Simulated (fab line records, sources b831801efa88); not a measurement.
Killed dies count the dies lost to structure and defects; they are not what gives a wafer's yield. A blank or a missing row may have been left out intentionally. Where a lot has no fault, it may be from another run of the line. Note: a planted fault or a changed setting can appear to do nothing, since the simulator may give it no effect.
fab line records	flow gf180mcu
record: lots: 6	wafers: 18	last_day: 34
route steps=602 shown NWELL@44 LVPWELL@54 MVSD@66 MVPSD@78 VT_IMPLANT@100
lots that met no fault: taken from a fault-free run of the same line
start_h: hours from the record's opening day to when the first of the lot's shown wafers began	wait_h: hours since the lot's step before	" as in the row above	L1.1+2: a row that stands for several wafers	- value missing, or start not given	* or withheld: withheld	< > ~ a bound
route shown NAME@n: NAME is a module with steps in the file, n the number in the route of the first one	usual: the fault-free wafers' mean and standard deviation	same: alike in all rows	chamber/n: place in a boat	sites: readings site by site	_std_site: how widely they spread, as a standard deviation	_edge_site: mean of outer sites minus mean of inner sites	radius_mm: for every site, how far away it sits from the centre of the wafer	mask NAME#n: copy n	behind: the tool/chamber that last shaped the wafer	hold: what put the lot on hold/how long, in hours/how the hold closed	device: which transistor (n, p or np) failed to switch	end of line: the route-end tests of the same wafers	where a step has no rows: the recipe by itself	killed: not the wafer's yield, but the dies lost to structure and defects at the first sort	map: shows each die of a wafer: x if killed, . if not, _ if none is there
set.NAME: the setting as run; set.NAME@STEP: as run at that earlier step	model.NAME: the simulator's own value behind a step, which no gauge read
lots seen at some steps along the route; tables by step, rows by wafer
services: the hour from which a tool's chamber was out of use, counted from the record's first day as start_h (under 0 if before that day), plus the number of hours and why
== steps ==
step: GF_NWELL_COAT_02
recipe: spin_rpm: 2000	resist_thk_nm: 3000
step: GF_NWELL_SOFTBAKE_03
recipe: temp_c: 110	time_s: withheld
step: GF_NWELL_EXPOSE_04
recipe: mask_id: Nwell	target_cd_nm: 860	na: 0.6	source_shape: conventional	sigma_outer: 0.6	dose_mj: 260
step: GF_NWELL_PEB_05
recipe: temp_c: 115	time_s: withheld
step: GF_NWELL_DEVELOP_06
recipe: wall_angle_deg: 90	develop_time_s: 60	dev_temp_c: 23
step: GF_NWELL_OVL_MEAS_07
usual: NWELL_OVL: -0.4/1.3
lot.wafer	tool	chamber	start_h	wait_h	NWELL_OVL[nm]
L806.1	overlay-01	-	109.20	-	0.3
L806.3	"	-	"	"	0.2
L806.6	"	-	"	"	0.2
L812.3	overlay-02	-	142.51	-	-0.5
L812.4	"	-	"	"	-0.6
L812.6	"	-	"	"	-0.7
L813.2	overlay-02	-	147.56	-	-3.5
L813.5	"	-	"	"	-3.0
L813.6	"	-	"	"	-1.2
L814.1	overlay-01	-	152.54	-	-3.4
L814.3	"	-	"	"	-0.8
L814.6	"	-	"	"	-1.5
L815.2	overlay-01	-	158.16	-	-1.5
L815.4	"	-	"	"	-1.2
L815.5	"	-	"	"	-1.5
L819.2	overlay-02	-	180.01	-	-0.8
L819.4	"	-	"	"	0.0
L819.5	"	-	"	"	-1.1
step: GF_NWELL_IMPLANT_08
recipe: species: P	energy_kev: 450	dose_cm2: 1.5e+13	tilt_deg: 0
step: GF_NWELL_IMPLANT_09
recipe: species: P	energy_kev: 160	dose_cm2: 4e+12	tilt_deg: 0
step: GF_NWELL_STRIP_10
recipe: chemistry: O2/N2	power_w: 1400	pressure_mtorr: 1500	platen_temp_c: 250	o2_flow_sccm: 3000	n2_flow_sccm: 300	overash_fraction: 0.5
usual: drypump_motor_current_A: 5.6/0.59	heater_power_w: 355/17	n2_flow_sccm: 300.0/0.92	oes_product_au: 0.723/0.0046	strip_time_to_endpoint_s: 36.98/0.1
lot.wafer	tool	chamber	start_h	wait_h	drypump_motor_current_A	heater_power_w	n2_flow_sccm	oes_product_au	rf_hours_counter_h	strip_time_to_endpoint_s
L806.1	plasma_asher-04	1	109.54	0.1	5.1	380	300.3	0.734	32	36.99
L806.3	"	1	"	"	5.1	376	300.0	0.728	-	37.07
L806.6	"	1	"	"	5.1	374	300.4	0.721	-	36.93
L812.3	plasma_asher-04	1	142.86	0.1	5.1	370	300.6	0.723	-	37.02
L812.4	"	0	"	"	4.9	331	300.3	0.724	-	37.01
L812.6	"	1	"	"	5.0	379	298.3	0.720	-	37.00
L813.2	plasma_asher-03	0	147.89	0.1	5.4	350	300.0	0.720	49	37.01
L813.5	"	1	"	"	6.1	364	299.0	0.720	-	37.11
L813.6	"	0	"	"	5.4	345	302.3	0.723	-	37.06
L814.1	plasma_asher-04	0	152.88	0.1	4.9	339	298.6	0.721	37	36.95
L814.3	"	0	"	"	4.9	334	299.9	0.722	-	37.03
L814.6	"	0	"	"	4.9	342	300.9	0.719	-	36.98
L815.2	plasma_asher-03	0	158.49	0.1	5.5	345	300.5	0.723	50	37.02
L815.4	"	0	"	"	5.4	341	300.4	0.722	-	37.01
L815.5	"	1	"	"	6.1	356	300.7	0.726	-	37.04
L819.2	plasma_asher-03	1	180.34	0.1	6.1	365	300.9	0.725	52	37.15
L819.4	"	0	"	"	5.5	343	298.8	0.730	-	37.06
L819.5	"	1	"	"	6.1	366	298.9	0.723	-	37.18
step: GF_NWELL_TW_MEAS_11
usual: NWELL_TW: 1583/12
lot.wafer	tool	chamber	start_h	wait_h	NWELL_TW
L806.1	film_metro-03	-	109.64	0.1	1588
L806.3	"	-	"	"	1579
L806.6	"	-	"	"	1593
L812.3	film_metro-02	-	142.95	0.1	1592
L812.4	"	-	"	"	1604
L812.6	"	-	"	"	1599
L813.2	film_metro-02	-	148.00	0.1	1584
L813.5	"	-	"	"	1589
L813.6	"	-	"	"	1586
L814.1	film_metro-03	-	152.98	0.1	1592
L814.3	"	-	"	"	1581
L814.6	"	-	"	"	1584
L815.2	film_metro-02	-	158.60	0.1	1577
L815.4	"	-	"	"	1584
L815.5	"	-	"	"	1581
L819.2	film_metro-02	-	180.45	0.1	1585
L819.4	"	-	"	"	1591
L819.5	"	-	"	"	1604
step: GF_LVPWELL_DEHYDRATE_00
recipe: temp_c: 200	time_s: 60
step: GF_LVPWELL_HMDS_01
recipe: prime_time_s: 60	prime_temp_c: 120
step: GF_LVPWELL_COAT_02
recipe: spin_rpm: 2000	resist_thk_nm: 3000
usual: chill_plate_temp_C: 23.01/0.093	dispense_pressure_kPa: 49/4.2
lot.wafer	tool	chamber	start_h	wait_h	chill_plate_temp_C	dispense_pressure_kPa
L806.1	litho_track-01	0	116.24	0.1	23.12	55
L806.3	"	0	"	"	23.00	55
L806.6	"	0	"	"	23.02	55
L812.3	litho_track-03	0	150.64	0.1	23.00	47
L812.4	"	0	"	"	22.92	47
L812.6	"	0	"	"	22.94	47
L813.2	litho_track-04	-	155.71	0.1	-	-
L813.5	"	-	"	"	-	-
L813.6	"	-	"	"	-	-
L814.1	litho_track-01	-	160.44	0.1	-	-
L814.3	"	-	"	"	-	-
L814.6	"	-	"	"	-	-
L815.2	litho_track-04	0	166.46	0.1	23.10	46
L815.4	"	0	"	"	23.07	46
L815.5	"	0	"	"	23.00	46
L819.2	litho_track-04	0	188.66	0.1	23.10	46
L819.4	"	0	"	"	23.05	46
L819.5	"	0	"	"	22.98	46
step: GF_LVPWELL_SOFTBAKE_03
recipe: temp_c: 110	time_s: withheld
step: GF_LVPWELL_EXPOSE_04
recipe: mask_id: LVPWELL	target_cd_nm: 600	na: 0.6	source_shape: conventional	sigma_outer: 0.6	dose_mj: 260
step: GF_LVPWELL_PEB_05
recipe: temp_c: 115	time_s: withheld
step: GF_LVPWELL_DEVELOP_06
recipe: wall_angle_deg: 90	develop_time_s: 60	dev_temp_c: 23
step: GF_LVPWELL_OVL_MEAS_07
usual: LVPWELL_OVL: 0.2/1.1
lot.wafer	tool	chamber	start_h	wait_h	LVPWELL_OVL[nm]
L806.1	overlay-01	-	123.86	-	-1.3
L806.3	"	-	"	"	0.0
L806.6	"	-	"	"	-1.1
L812.3	overlay-02	-	158.56	-	1.3
L812.4	"	-	"	"	1.6
L812.6	"	-	"	"	-0.2
L813.2	overlay-01	-	163.79	-	-
L813.5	"	-	"	"	-
L813.6	"	-	"	"	-
L814.1	overlay-02	-	168.59	-	-
L814.3	"	-	"	"	-
L814.6	"	-	"	"	-
L815.2	overlay-01	-	174.94	-	2.1
L815.4	"	-	"	"	1.3
L815.5	"	-	"	"	0.6
L819.2	overlay-02	-	196.69	-	-0.8
L819.4	"	-	"	"	-1.6
L819.5	"	-	"	"	-2.2
step: GF_LVPWELL_IMPLANT_08
recipe: species: B	energy_kev: 170	dose_cm2: 1.5e+13	tilt_deg: 0
step: GF_LVPWELL_IMPLANT_09
recipe: species: B	energy_kev: 60	dose_cm2: 5e+12	tilt_deg: 0
step: GF_LVPWELL_STRIP_10
recipe: chemistry: O2/N2	power_w: 1400	pressure_mtorr: 1500	platen_temp_c: 250	o2_flow_sccm: 3000	n2_flow_sccm: 300	overash_fraction: 0.5
usual: drypump_motor_current_A: 5.8/0.51	heater_power_w: 347/26	n2_flow_sccm: 299.9/0.89	oes_product_au: 0.722/0.0046	strip_time_to_endpoint_s: 36.94/0.12
lot.wafer	tool	chamber	start_h	wait_h	drypump_motor_current_A	heater_power_w	n2_flow_sccm	oes_product_au	rf_hours_counter_h	strip_time_to_endpoint_s
L806.1	plasma_asher-01	0	124.19	0.1	5.1	295	298.8	0.724	44	36.92
L806.3	"	1	"	"	5.3	358	299.7	0.722	-	36.99
L806.6	"	0	"	"	5.1	302	299.6	0.726	-	36.89
L812.3	plasma_asher-01	0	158.91	0.1	5.1	296	299.7	0.721	-	36.88
L812.4	"	1	"	"	5.4	363	299.0	0.724	-	36.88
L812.6	"	1	"	"	5.4	364	298.4	0.718	-	36.96
L813.2	plasma_asher-03	1	164.12	0.1	6.1	373	299.9	-	51	-
L813.5	"	1	"	"	6.1	369	298.5	-	-	-
L813.6	"	0	"	"	5.5	346	300.7	-	-	-
L814.1	plasma_asher-02	0	168.93	0.1	6.6	363	300.6	-	5	-
L814.3	"	1	"	"	5.7	333	301.0	-	-	-
L814.6	"	0	"	"	6.6	367	300.4	-	-	-
L815.2	plasma_asher-01	1	175.27	0.1	5.4	372	299.3	0.722	50	36.81
L815.4	"	0	"	"	5.1	297	300.6	0.715	-	36.84
L815.5	"	0	"	"	5.1	289	299.3	0.723	-	36.91
L819.2	plasma_asher-02	0	197.02	0.1	6.6	354	300.7	0.722	8	36.92
L819.4	"	0	"	"	6.6	363	298.1	0.710	-	36.94
L819.5	"	1	"	"	5.7	331	301.0	0.727	-	36.89
step: GF_LVPWELL_TW_MEAS_11
usual: LVPWELL_TW: 563/4
lot.wafer	tool	chamber	start_h	wait_h	LVPWELL_TW
L806.1	film_metro-01	-	124.29	0.1	559
L806.3	"	-	"	"	557
L806.6	"	-	"	"	557
L812.3	film_metro-02	-	159.00	0.1	560
L812.4	"	-	"	"	565
L812.6	"	-	"	"	563
L813.2	film_metro-01	-	164.23	0.1	559
L813.5	"	-	"	"	560
L813.6	"	-	"	"	561
L814.1	film_metro-01	-	169.03	0.1	563
L814.3	"	-	"	"	559
L814.6	"	-	"	"	563
L815.2	film_metro-03	-	175.38	0.1	564
L815.4	"	-	"	"	559
L815.5	"	-	"	"	563
L819.2	film_metro-02	-	197.13	0.1	567
L819.4	"	-	"	"	567
L819.5	"	-	"	"	566
step: GF_MVSD_DEHYDRATE_00
recipe: temp_c: 200	time_s: 60
step: GF_MVSD_HMDS_01
recipe: prime_time_s: 60	prime_temp_c: 120
step: GF_MVSD_COAT_02
recipe: spin_rpm: 2000	resist_thk_nm: 3000
step: GF_MVSD_SOFTBAKE_03
recipe: temp_c: 110	time_s: withheld
step: GF_MVSD_EXPOSE_04
recipe: mask_id: MVSD	target_cd_nm: 1000	na: 0.6	source_shape: conventional	sigma_outer: 0.6	dose_mj: 260
step: GF_MVSD_PEB_05
recipe: temp_c: 115	time_s: withheld
step: GF_MVSD_DEVELOP_06
recipe: wall_angle_deg: 90	develop_time_s: 60	dev_temp_c: 23
step: GF_MVSD_OVL_MEAS_07
usual: MVSD_OVL: 0.4/1.3
lot.wafer	tool	chamber	start_h	wait_h	MVSD_OVL[nm]
L806.1	overlay-02	-	139.28	-	0.6
L806.3	"	-	"	"	1.4
L806.6	"	-	"	"	1.0
L812.3	overlay-01	-	175.16	-	0.0
L812.4	"	-	"	"	-1.0
L812.6	"	-	"	"	0.7
L813.2	overlay-02	-	179.19	-	0.8
L813.5	"	-	"	"	-0.2
L813.6	"	-	"	"	-0.6
L814.1	overlay-01	-	185.03	-	-0.6
L814.3	"	-	"	"	0.7
L814.6	"	-	"	"	0.5
L815.2	overlay-01	-	192.04	-	1.0
L815.4	"	-	"	"	-1.2
L815.5	"	-	"	"	0.8
L819.2	overlay-02	-	213.95	-	0.5
L819.4	"	-	"	"	1.3
L819.5	"	-	"	"	0.0
step: GF_MVSD_IMPLANT_08
recipe: species: P	energy_kev: 400	dose_cm2: 1.6e+13	tilt_deg: 0
step: GF_MVSD_IMPLANT_09
recipe: species: P	energy_kev: 100	dose_cm2: 5e+12	tilt_deg: 0
step: GF_MVSD_STRIP_10
recipe: chemistry: O2/N2	power_w: 1400	pressure_mtorr: 1500	platen_temp_c: 250	o2_flow_sccm: 3000	n2_flow_sccm: 300	overash_fraction: 0.5
usual: drypump_motor_current_A: 5.3/0.34	heater_power_w: 345/31	n2_flow_sccm: 300.0/0.85	oes_product_au: 0.722/0.0049	strip_time_to_endpoint_s: 36.94/0.092
lot.wafer	tool	chamber	start_h	wait_h	drypump_motor_current_A	heater_power_w	n2_flow_sccm	oes_product_au	rf_hours_counter_h	strip_time_to_endpoint_s
L806.1	plasma_asher-01	1	139.62	0.1	5.4	362	301.5	0.725	46	36.80
L806.3	"	0	"	"	5.1	291	300.6	0.730	-	36.91
L806.6	"	0	"	"	5.1	297	302.4	0.722	-	36.82
L812.3	plasma_asher-03	0	175.51	0.1	5.5	339	300.1	0.725	-	36.92
L812.4	"	1	"	"	6.1	367	300.6	0.716	-	37.02
L812.6	"	1	"	"	6.1	371	300.3	0.732	-	36.96
L813.2	plasma_asher-04	1	179.52	0.1	5.1	382	301.2	0.731	39	36.93
L813.5	"	0	"	"	4.9	344	299.3	0.714	-	36.99
L813.6	"	1	"	"	5.1	378	299.9	0.718	-	36.91
L814.1	plasma_asher-01	1	185.37	0.1	5.4	362	299.3	0.723	51	36.96
L814.3	"	1	"	"	5.4	370	300.3	0.723	-	36.88
L814.6	"	1	"	"	5.4	371	300.8	0.720	-	37.06
L815.2	plasma_asher-04	0	192.37	0.1	4.9	331	300.4	0.729	41	36.99
L815.4	"	1	"	"	5.1	371	300.2	0.722	-	36.87
L815.5	"	1	"	"	5.1	381	300.1	0.719	-	36.97
L819.2	plasma_asher-03	0	214.28	0.1	5.4	341	299.7	0.723	56	37.09
L819.4	"	1	"	"	6.1	381	300.0	0.727	-	36.83
L819.5	"	1	"	"	6.1	371	300.2	0.720	-	36.89
step: GF_MVSD_TW_MEAS_11
usual: MVSD_TW: 1585/9.6
lot.wafer	tool	chamber	start_h	wait_h	MVSD_TW
L806.1	film_metro-01	-	139.72	0.1	1570
L806.3	"	-	"	"	1568
L806.6	"	-	"	"	1579
L812.3	film_metro-03	-	175.60	0.1	1597
L812.4	"	-	"	"	1587
L812.6	"	-	"	"	1599
L813.2	film_metro-01	-	179.63	0.1	1610
L813.5	"	-	"	"	1598
L813.6	"	-	"	"	1602
L814.1	film_metro-02	-	185.47	0.1	1616
L814.3	"	-	"	"	1629
L814.6	"	-	"	"	1625
L815.2	film_metro-03	-	192.48	0.1	1581
L815.4	"	-	"	"	1587
L815.5	"	-	"	"	1580
L819.2	film_metro-03	-	214.39	0.1	1579
L819.4	"	-	"	"	1574
L819.5	"	-	"	"	1591
step: GF_MVPSD_DEHYDRATE_00
recipe: temp_c: 200	time_s: 60
step: GF_MVPSD_HMDS_01
recipe: prime_time_s: 60	prime_temp_c: 120
step: GF_MVPSD_COAT_02
recipe: spin_rpm: 2000	resist_thk_nm: 3000
step: GF_MVPSD_SOFTBAKE_03
recipe: temp_c: 110	time_s: withheld
step: GF_MVPSD_EXPOSE_04
recipe: mask_id: MVPSD	target_cd_nm: 1000	na: 0.6	source_shape: conventional	sigma_outer: 0.6	dose_mj: 260
step: GF_MVPSD_PEB_05
recipe: temp_c: 115	time_s: withheld
step: GF_MVPSD_DEVELOP_06
recipe: wall_angle_deg: 90	develop_time_s: 60	dev_temp_c: 23
step: GF_MVPSD_OVL_MEAS_07
usual: MVPSD_OVL: -0.5/1.5
lot.wafer	tool	chamber	start_h	wait_h	MVPSD_OVL[nm]
L806.1	overlay-02	-	154.78	-	-0.1
L806.3	"	-	"	"	2.7
L806.6	"	-	"	"	2.3
L812.3	overlay-01	-	192.40	-	-1.5
L812.4	"	-	"	"	-0.7
L812.6	"	-	"	"	0.0
L813.2	overlay-02	-	196.46	-	0.8
L813.5	"	-	"	"	1.2
L813.6	"	-	"	"	1.0
L814.1	overlay-01	-	202.44	-	-1.3
L814.3	"	-	"	"	0.9
L814.6	"	-	"	"	-1.3
L815.2	overlay-02	-	209.35	-	-1.3
L815.4	"	-	"	"	-0.5
L815.5	"	-	"	"	-1.9
L819.2	overlay-02	-	232.01	-	0.4
L819.4	"	-	"	"	-1.1
L819.5	"	-	"	"	0.4
step: GF_MVPSD_TW_MEAS_11
usual: MVPSD_TW: 556/4.6
lot.wafer	tool	chamber	start_h	wait_h	MVPSD_TW
L806.1	film_metro-03	-	155.22	0.1	557
L806.3	"	-	"	"	558
L806.6	"	-	"	"	560
L812.3	film_metro-01	-	192.84	0.1	555
L812.4	"	-	"	"	552
L812.6	"	-	"	"	555
L813.2	film_metro-02	-	196.90	0.1	696
L813.5	"	-	"	"	702
L813.6	"	-	"	"	701
L814.1	film_metro-01	-	202.88	0.1	689
L814.3	"	-	"	"	684
L814.6	"	-	"	"	691
L815.2	film_metro-01	-	209.79	0.1	550
L815.4	"	-	"	"	550
L815.5	"	-	"	"	552
L819.2	film_metro-01	-	232.45	0.1	550
L819.4	"	-	"	"	549
L819.5	"	-	"	"	546
step: GF_VT_IMPLANT_TW_MEAS_10
usual: VT_IMPLANT_TW: 568.9/2.4
lot.wafer	tool	chamber	start_h	wait_h	VT_IMPLANT_TW
L806.1	film_metro-04	-	170.78	0.1	573.4
L806.3	"	-	"	"	572.1
L806.6	"	-	"	"	569.9
L812.3	film_metro-04	-	209.76	0.1	569.4
L812.4	"	-	"	"	569.3
L812.6	"	-	"	"	569.7
L813.2	film_metro-02	-	213.89	0.1	706.3
L813.5	"	-	"	"	711.3
L813.6	"	-	"	"	701.8
L814.1	film_metro-02	-	219.63	0.1	706.0
L814.3	"	-	"	"	704.1
L814.6	"	-	"	"	700.3
L815.2	film_metro-03	-	227.39	0.1	568.8
L815.4	"	-	"	"	565.3
L815.5	"	-	"	"	569.1
L819.2	film_metro-03	-	250.70	0.1	568.1
L819.4	"	-	"	"	567.4
L819.5	"	-	"	"	567.6
step: GF_VT_IMPLANT_TW_MEAS_21
usual: VT_IMPLANT_2_TW: 1226/5.7
lot.wafer	tool	chamber	start_h	wait_h	VT_IMPLANT_2_TW
L806.1	film_metro-02	-	187.23	0.1	1232
L806.3	"	-	"	"	1225
L806.6	"	-	"	"	1228
L812.3	film_metro-04	-	227.10	0.1	1226
L812.4	"	-	"	"	1227
L812.6	"	-	"	"	1219
L813.2	film_metro-02	-	231.95	0.1	1254
L813.5	"	-	"	"	1258
L813.6	"	-	"	"	1252
L814.1	film_metro-04	-	237.58	0.1	1258
L814.3	"	-	"	"	1253
L814.6	"	-	"	"	1256
L815.2	film_metro-04	-	245.26	0.1	1220
L815.4	"	-	"	"	1224
L815.5	"	-	"	"	1226
L819.2	film_metro-03	-	269.65	0.1	1229
L819.4	"	-	"	"	1223
L819.5	"	-	"	"	1224
step: GF_VT_IMPLANT_TW_MEAS_32
usual: VT_IMPLANT_3_TW: 270.9/1.2
lot.wafer	tool	chamber	start_h	wait_h	VT_IMPLANT_3_TW
L806.1	film_metro-03	-	204.53	0.1	268.6
L806.3	"	-	"	"	268.8
L806.6	"	-	"	"	268.3
L812.3	film_metro-04	-	245.21	0.1	271.3
L812.4	"	-	"	"	272.2
L812.6	"	-	"	"	269.8
L813.2	film_metro-03	-	250.40	0.1	579.3
L813.5	"	-	"	"	579.5
L813.6	"	-	"	"	579.7
L814.1	film_metro-04	-	256.29	0.1	577.6
L814.3	"	-	"	"	577.4
L814.6	"	-	"	"	578.1
L815.2	film_metro-03	-	264.19	0.1	271.9
L815.4	"	-	"	"	270.9
L815.5	"	-	"	"	271.5
L819.2	film_metro-02	-	289.24	0.1	270.7
L819.4	"	-	"	"	272.2
L819.5	"	-	"	"	271.8
step: GF_VT_IMPLANT_TW_MEAS_43
usual: VT_IMPLANT_4_TW: 697/3.4
lot.wafer	tool	chamber	start_h	wait_h	VT_IMPLANT_4_TW
L806.1	film_metro-04	-	221.48	0.1	694
L806.3	"	-	"	"	696
L806.6	"	-	"	"	699
L812.3	film_metro-04	-	264.00	0.1	697
L812.4	"	-	"	"	700
L812.6	"	-	"	"	695
L813.2	film_metro-04	-	269.00	0.1	793
L813.5	"	-	"	"	793
L813.6	"	-	"	"	794
L814.1	film_metro-03	-	274.53	0.1	792
L814.3	"	-	"	"	793
L814.6	"	-	"	"	796
L815.2	film_metro-02	-	283.99	0.1	696
L815.4	"	-	"	"	697
L815.5	"	-	"	"	697
L819.2	film_metro-03	-	309.39	0.1	691
L819.4	"	-	"	"	695
L819.5	"	-	"	"	691
== services ==
tool	chamber	start_h	hours	kind
plasma_asher-02	-	108.75	9.0	pm
plasma_asher-02	0	108.75	9.0	vent_cycle
plasma_asher-02	1	108.75	9.0	vent_cycle
plasma_asher-02	0	117.75	-	clean
plasma_asher-02	1	117.75	-	clean
plasma_asher-02	-	159.38	2.8	pm
plasma_asher-04	-	161.70	2.4	repair
== key ==
first_sign: step: GF_LVPWELL_COAT_02	reading: tool_record	direction: missing
effect: step: GF_LVPWELL_OVL_MEAS_07	reading: LVPWELL_OVL	direction: missing
effect: step: GF_MVSD_TW_MEAS_11	reading: MVSD_TW	direction: up	sigmas: 2.9	usual: 1585	struck: 1613
effect: step: GF_MVPSD_TW_MEAS_11	reading: MVPSD_TW	direction: up	sigmas: 30	usual: 556	struck: 694
effect: step: GF_VT_IMPLANT_TW_MEAS_10	reading: VT_IMPLANT_TW	direction: up	sigmas: 56	usual: 568.9	struck: 705.0
effect: step: GF_VT_IMPLANT_TW_MEAS_21	reading: VT_IMPLANT_2_TW	direction: up	sigmas: 5.1	usual: 1226	struck: 1255
effect: step: GF_VT_IMPLANT_TW_MEAS_32	reading: VT_IMPLANT_3_TW	direction: up	sigmas: 99+	usual: 270.9	struck: 578.6
effect: step: GF_VT_IMPLANT_TW_MEAS_43	reading: VT_IMPLANT_4_TW	direction: up	sigmas: 28	usual: 697	struck: 794
met_at GF_LVPWELL_COAT_02
struck_wafers L813.2,L813.5,L813.6,L814.1,L814.3,L814.6
sort_left_out L813.2,L813.5,L813.6,L814.1,L814.3,L814.6
tester_left_out L813,L814
onset_between 116.24 155.71
fault: kind: skipped_step_whole	tool: litho_track-01,litho_track-04	chamber: -	onset_h: 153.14	steps: GF_LVPWELL_COAT_02	scope: struck_lots_only
tester_left_out: of these lots the tester's yield and bins aren't shown, on N5 and GAA mostly nor the transistor test; their killed dies are dies lost to structure and defects alone, not to doping, threshold or leakage, so they don't give the yield
sort_left_out: the simulated sort isn't trusted on such a fault, so these wafers' sort isn't shown, and their yield isn't known
